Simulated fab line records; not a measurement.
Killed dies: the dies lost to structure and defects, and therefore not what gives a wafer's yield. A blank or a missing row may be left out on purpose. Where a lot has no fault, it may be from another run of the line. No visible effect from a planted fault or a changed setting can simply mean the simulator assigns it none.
Problem report in the 8D (eight disciplines) form, filled by code | flow sky130 | the parts of the form that need people (team, actions taken, sign-off) are left out

## 1. WHAT WENT WRONG
Mean GATE_OXIDE_TW at SKY_GATE_OXIDE_TW_MEAS_14: 217.0 over 3 wafers in 3 lots; fault-free wafers: 224.1, standard deviation 1.3. That is -5.5 standard deviations from the usual mean.
Earliest sighting: wafer L913.5 on film metro-01 at day 21 05:05. The record holds 43 wafers of 15 lots with a number at this step. By rule, "out" or "out of limits" means more than 4 standard deviations away from the usual mean. The rest of the wafers with a number are treated as sound.

## 2. WHAT IT IS, WHAT IT ISN'T
question                    | is                           | is not
which readings at this step | GATE_OXIDE_TW                | -
which lots                  | L913, L914, L915             | L893, L894, L895, L896, L897, L899, L900, L902, L903, L904, L905, L906
which wafers of those lots  | L913.5, L914.5, L915.6       | L913.3, L914.3, L915.2, L915.3
read on which gauges        | film metro-01, film metro-04 | film metro-03
when                        | from day 21 05:05            | up to then (37 sound wafers); but 3 sound wafers of L914, L915 came after

## 3. SUSPECTS, AND WHAT RULES EACH OUT
Counting: a tool at a process step up to the reading stays a suspect if it ran every lot that is out. Sound lots after the first of them don't rule it out here, since some wafers of a struck lot are sound.
- the gauge at SKY_GATE_OXIDE_TW_MEAS_14: ruled out. Those wafers that are out were read across 2 gauges (film metro-01, film metro-04).
- implanter-02 at SKY_GATE_OXIDE_IMPLANT_11: kept. It ran every lot that is out, first L913 (day 21 04:45); its last sound lot up to then is L906 (day 18 22:43).
Remaining after the count: implanter-02 at SKY_GATE_OXIDE_IMPLANT_11.

## 4. THE CAUSE (what the simulator had put in)
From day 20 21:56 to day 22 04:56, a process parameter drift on implanter-02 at SKY_GATE_OXIDE_IMPLANT_11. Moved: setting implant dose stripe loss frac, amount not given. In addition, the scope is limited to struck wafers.
Counting left only this tool.

## 5. SEQUENCE OF EFFECTS, ordered by route
Each row: a reading whose mean over the struck wafers that have a number lies more than 3 standard deviations from the usual. Only readings whose record carries a usual standard deviation are examined. hours: median over the lots of the time between each lot's start at the first step of this table that gives one and its start at this step. sigmas: the change, counted in usual standard deviations.
hours | step                      | reading       | usual | on struck wafers | change | sigmas
0     | SKY_GATE_OXIDE_TW_MEAS_14 | GATE_OXIDE_TW | 224.1 | 217.0            | -7.1   | -5.5

## 6. HOW IT WOULD HAVE BEEN CAUGHT EARLIER
In this record the first reading out of limits at a measuring or inspecting step was taken at day 21 05:05, 7 hours after the fault began at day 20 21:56.
Of the lots that are out (3), L914, L915 began SKY_GATE_OXIDE_IMPLANT_11 on implanter-02 after day 21 05:05. A hold on the tool at that time would have spared those 2.
